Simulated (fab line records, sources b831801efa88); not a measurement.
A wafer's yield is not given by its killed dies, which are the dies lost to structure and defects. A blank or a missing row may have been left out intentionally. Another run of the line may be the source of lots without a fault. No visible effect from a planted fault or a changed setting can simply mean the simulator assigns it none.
Which of the tools did it? :: flow sky130 :: 11 lots, 33 wafers sampled, at 6 steps of a route of 708

== WHAT EACH GAUGE READ, for each wafer ==
SKY_NWELL_TW_MEAS_26.
lot: L659
measured: day 5 14:43
on: film_metro-02
NWELL_2_TW: 495 493 497

lot: L661
measured: day 6 05:37
on: film_metro-02
NWELL_2_TW: 492 490 492

lot: L671
measured: day 8 16:13
on: film_metro-01
NWELL_2_TW: 501 498 501

lot: L672
measured: day 9 00:32
on: film_metro-01
NWELL_2_TW: 500 501 501

lot: L673
measured: day 9 14:35
on: film_metro-03
NWELL_2_TW: 495 495 496

lot: L675
measured: day 9 17:01
on: film_metro-01
NWELL_2_TW: 504 502 504

lot: L676
measured: day 10 00:19
on: film_metro-02
NWELL_2_TW: 491 491 493

lot: L677
measured: day 10 04:51
on: film_metro-03
NWELL_2_TW: 496 499 501

lot: L678
measured: day 10 12:36
on: film_metro-01
NWELL_2_TW: 500 501 500

lot: L680
measured: day 10 19:07
on: film_metro-01
NWELL_2_TW: 499 498 499

lot: L681
measured: day 11 03:46
on: film_metro-01
NWELL_2_TW: 498 496 500

SKY_GATE_OXIDE_OVL_MEAS_10.
lot: L659
measured: day 14 02:37
on: overlay-02
GATE_OXIDE_OVL (nm): -0.7 -0.1 -0.1

lot: L661
measured: day 15 01:47
on: overlay-01
GATE_OXIDE_OVL (nm): - - -

lot: L671
measured: day 18 11:55
on: overlay-01
GATE_OXIDE_OVL (nm): -0.7 -0.8 0.3

lot: L672
measured: day 18 22:46
on: overlay-02
GATE_OXIDE_OVL (nm): 1.9 1.4 0.6

lot: L673
measured: day 19 17:29
on: overlay-02
GATE_OXIDE_OVL (nm): 2.6 1.0 1.9

lot: L675
measured: day 19 23:25
on: overlay-02
GATE_OXIDE_OVL (nm): -1.1 0.0 1.3

lot: L676
measured: day 20 07:56
on: overlay-02
GATE_OXIDE_OVL (nm): 3.2 3.0 2.6

lot: L677
measured: day 20 15:04
on: overlay-02
GATE_OXIDE_OVL (nm): 1.6 2.0 0.9

lot: L678
measured: day 20 23:19
on: overlay-02
GATE_OXIDE_OVL (nm): 2.4 1.6 0.9

lot: L680
measured: day 21 06:26
on: overlay-02
GATE_OXIDE_OVL (nm): 2.4 3.2 2.5

lot: L681
measured: day 21 23:28
on: overlay-02
GATE_OXIDE_OVL (nm): 2.0 2.6 1.0

SKY_GATE_OXIDE_TW_MEAS_14.
lot: L659
measured: day 14 03:01
on: film_metro-01
GATE_OXIDE_TW: 227.0 226.4 226.3

lot: L661
measured: day 15 02:10
on: film_metro-01
GATE_OXIDE_TW: 30.1 30.3 30.4 30.3 30.5 30.2

lot: L671
measured: day 18 12:19
on: film_metro-02
GATE_OXIDE_TW: 221.5 221.0 221.1

lot: L672
measured: day 18 23:10
on: film_metro-03
GATE_OXIDE_TW: 225.7 223.2 224.5

lot: L673
measured: day 19 17:53
on: film_metro-01
GATE_OXIDE_TW: 225.0 225.4 224.8

lot: L675
measured: day 19 23:49
on: film_metro-03
GATE_OXIDE_TW: 224.8 225.7 224.1

lot: L676
measured: day 20 08:20
on: film_metro-01
GATE_OXIDE_TW: 224.8 224.7 226.0

lot: L677
measured: day 20 15:27
on: film_metro-01
GATE_OXIDE_TW: 225.4 225.2 225.5

lot: L678
measured: day 20 23:42
on: film_metro-03
GATE_OXIDE_TW: 224.1 224.4 224.5

lot: L680
measured: day 21 06:50
on: film_metro-01
GATE_OXIDE_TW: 227.1 226.6 226.8

lot: L681
measured: day 21 23:52
on: film_metro-01
GATE_OXIDE_TW: 226.0 225.8 225.5

SKY_LDD_HVP_TW_MEAS_10.
lot: L659
measured: day 22 05:03
on: film_metro-01
LDD_HVP_TW: 458 457 458

lot: L671
measured: day 26 12:18
on: film_metro-02
LDD_HVP_TW: 453 452 453

lot: L672
measured: day 27 01:32
on: film_metro-01
LDD_HVP_TW: 455 458 456

lot: L673
measured: day 27 17:44
on: film_metro-02
LDD_HVP_TW: 448 446 449

lot: L675
measured: day 27 20:11
on: film_metro-02
LDD_HVP_TW: 449 448 451

lot: L676
measured: day 28 05:25
on: film_metro-02
LDD_HVP_TW: 447 448 448

lot: L677
measured: day 28 14:43
on: film_metro-02
LDD_HVP_TW: 447 448 450

lot: L678
measured: day 28 21:39
on: film_metro-02
LDD_HVP_TW: 448 447 449

lot: L680
measured: day 29 02:01
on: film_metro-02
LDD_HVP_TW: 450 447 445

lot: L681
measured: day 29 19:17
on: film_metro-04
LDD_HVP_TW: 452 456 455

== TOOL THAT RAN EACH LOT (tool first, then ch and the chambers of the sampled wafers, then the start) ==
lot: L659
SKY_DNWELL_STRIP_08: plasma_asher-01 ch 0,1, day 3 11:28
SKY_GATE_OXIDE_EXPOSE_07: iline_stepper-01 ch 0, day 13 13:51

lot: L661
SKY_DNWELL_STRIP_08: plasma_asher-04 ch 0,1, day 4 00:53
SKY_GATE_OXIDE_EXPOSE_07: iline_stepper-01 ch 0, day 14 13:22

lot: L671
SKY_DNWELL_STRIP_08: plasma_asher-01 ch 0,1, day 6 03:37
SKY_GATE_OXIDE_EXPOSE_07: iline_stepper-01 ch 0, day 17 21:22

lot: L672
SKY_DNWELL_STRIP_08: plasma_asher-04 ch 0, day 6 12:07
SKY_GATE_OXIDE_EXPOSE_07: iline_stepper-01 ch 0, day 18 08:11

lot: L673
SKY_DNWELL_STRIP_08: plasma_asher-04 ch 0,1, day 6 23:43
SKY_GATE_OXIDE_EXPOSE_07: iline_stepper-02 ch 0, day 19 02:20

lot: L675
SKY_DNWELL_STRIP_08: plasma_asher-01 ch 0,1, day 7 02:51
SKY_GATE_OXIDE_EXPOSE_07: iline_stepper-01 ch 0, day 19 07:28

lot: L676
SKY_DNWELL_STRIP_08: plasma_asher-04 ch 0,1, day 7 08:59
SKY_GATE_OXIDE_EXPOSE_07: iline_stepper-02 ch 0, day 19 16:12

lot: L677
SKY_DNWELL_STRIP_08: plasma_asher-04 ch 0,1, day 7 12:52
SKY_GATE_OXIDE_EXPOSE_07: iline_stepper-02 ch 0, day 20 00:13

lot: L678
SKY_DNWELL_STRIP_08: plasma_asher-03 ch 0,1, day 7 19:20
SKY_GATE_OXIDE_EXPOSE_07: iline_stepper-02 ch 0, day 20 08:36

lot: L680
SKY_DNWELL_STRIP_08: plasma_asher-04 ch 0,1, day 8 02:40
SKY_GATE_OXIDE_EXPOSE_07: iline_stepper-02 ch 0, day 20 15:10

lot: L681
SKY_DNWELL_STRIP_08: plasma_asher-01 ch 0,1, day 8 08:43
SKY_GATE_OXIDE_EXPOSE_07: iline_stepper-02 ch 0, day 21 08:20
- SKY_DNWELL_STRIP_08: strips in O2/N2.
- SKY_GATE_OXIDE_EXPOSE_07: exposes mask LVOM, target cd 600 nm.

== WHAT THE TOOLS THEMSELVES READ (means of the sampled wafers that have a number; where no wafer has one, the mark that the record gives instead) ==
SKY_DNWELL_STRIP_08.
lot: L659
tool: plasma_asher-01
drypump_motor_current_A (A): 5.50
oes_product_au (a.u.): 0.722
strip_time_to_endpoint_s (s): 36.97

lot: L661
tool: plasma_asher-04
drypump_motor_current_A (A): 5.76
oes_product_au (a.u.): 0.719
strip_time_to_endpoint_s (s): 36.94

lot: L671
tool: plasma_asher-01
drypump_motor_current_A (A): 5.49
oes_product_au (a.u.): 0.723
strip_time_to_endpoint_s (s): 36.87

lot: L672
tool: plasma_asher-04
drypump_motor_current_A (A): 5.66
oes_product_au (a.u.): 0.722
strip_time_to_endpoint_s (s): 37.01

lot: L673
tool: plasma_asher-04
drypump_motor_current_A (A): 5.75
oes_product_au (a.u.): 0.723
strip_time_to_endpoint_s (s): 37.14

lot: L675
tool: plasma_asher-01
drypump_motor_current_A (A): 5.50
oes_product_au (a.u.): 0.718
strip_time_to_endpoint_s (s): 36.95

lot: L676
tool: plasma_asher-04
drypump_motor_current_A (A): 5.86
oes_product_au (a.u.): 0.722
strip_time_to_endpoint_s (s): 36.95

lot: L677
tool: plasma_asher-04
drypump_motor_current_A (A): 5.84
oes_product_au (a.u.): 0.719
strip_time_to_endpoint_s (s): 36.97

lot: L678
tool: plasma_asher-03
drypump_motor_current_A (A): 5.43
oes_product_au (a.u.): 0.721
strip_time_to_endpoint_s (s): 36.84

lot: L680
tool: plasma_asher-04
drypump_motor_current_A (A): 5.75
oes_product_au (a.u.): 0.724
strip_time_to_endpoint_s (s): 36.87

lot: L681
tool: plasma_asher-01
drypump_motor_current_A (A): 5.54
oes_product_au (a.u.): 0.722
strip_time_to_endpoint_s (s): 36.80

== THE ANSWER, worked out from the rows above alone ==
Rule: what is usual is taken from the lots themselves. Put in order of their means at a reading, lots are off if they are a third of the lots or fewer, leave a main group of 4 or more, and stand apart from it by a gap of 3 or more times the standard deviation of the main group's means; of several such gaps the widest counts. Not used: any main group whose means are identical at the precision the tables above print for the reading. Also off: a lot with no number at a reading for which 4 or more lots have one. The other lots that the step has rows for count as sound. The gauges are gone through in route order, then the tools' own readings, and for those a lot's mean is taken as printed above. At the first step where some lot is off, the reading lying furthest off is the one used; lots without a number count as furthest.
Off: at SKY_GATE_OXIDE_OVL_MEAS_10 (GATE_OXIDE_OVL), L661. Without a number there: L661. The main group has a mean of 1.3 nm with a standard deviation of 1.1.
A tool fits if, at a process step before that reading, it ran every lot that is off, and no sound lot after the first of them. The gauges at SKY_GATE_OXIDE_OVL_MEAS_10 aren't tried: what is off there is off at SKY_GATE_OXIDE_TW_MEAS_14 too, on other tools, and a gauge's error can't cause that. No candidate that was tried fits.

== WHAT THE SIMULATOR HAD INSERTED ==
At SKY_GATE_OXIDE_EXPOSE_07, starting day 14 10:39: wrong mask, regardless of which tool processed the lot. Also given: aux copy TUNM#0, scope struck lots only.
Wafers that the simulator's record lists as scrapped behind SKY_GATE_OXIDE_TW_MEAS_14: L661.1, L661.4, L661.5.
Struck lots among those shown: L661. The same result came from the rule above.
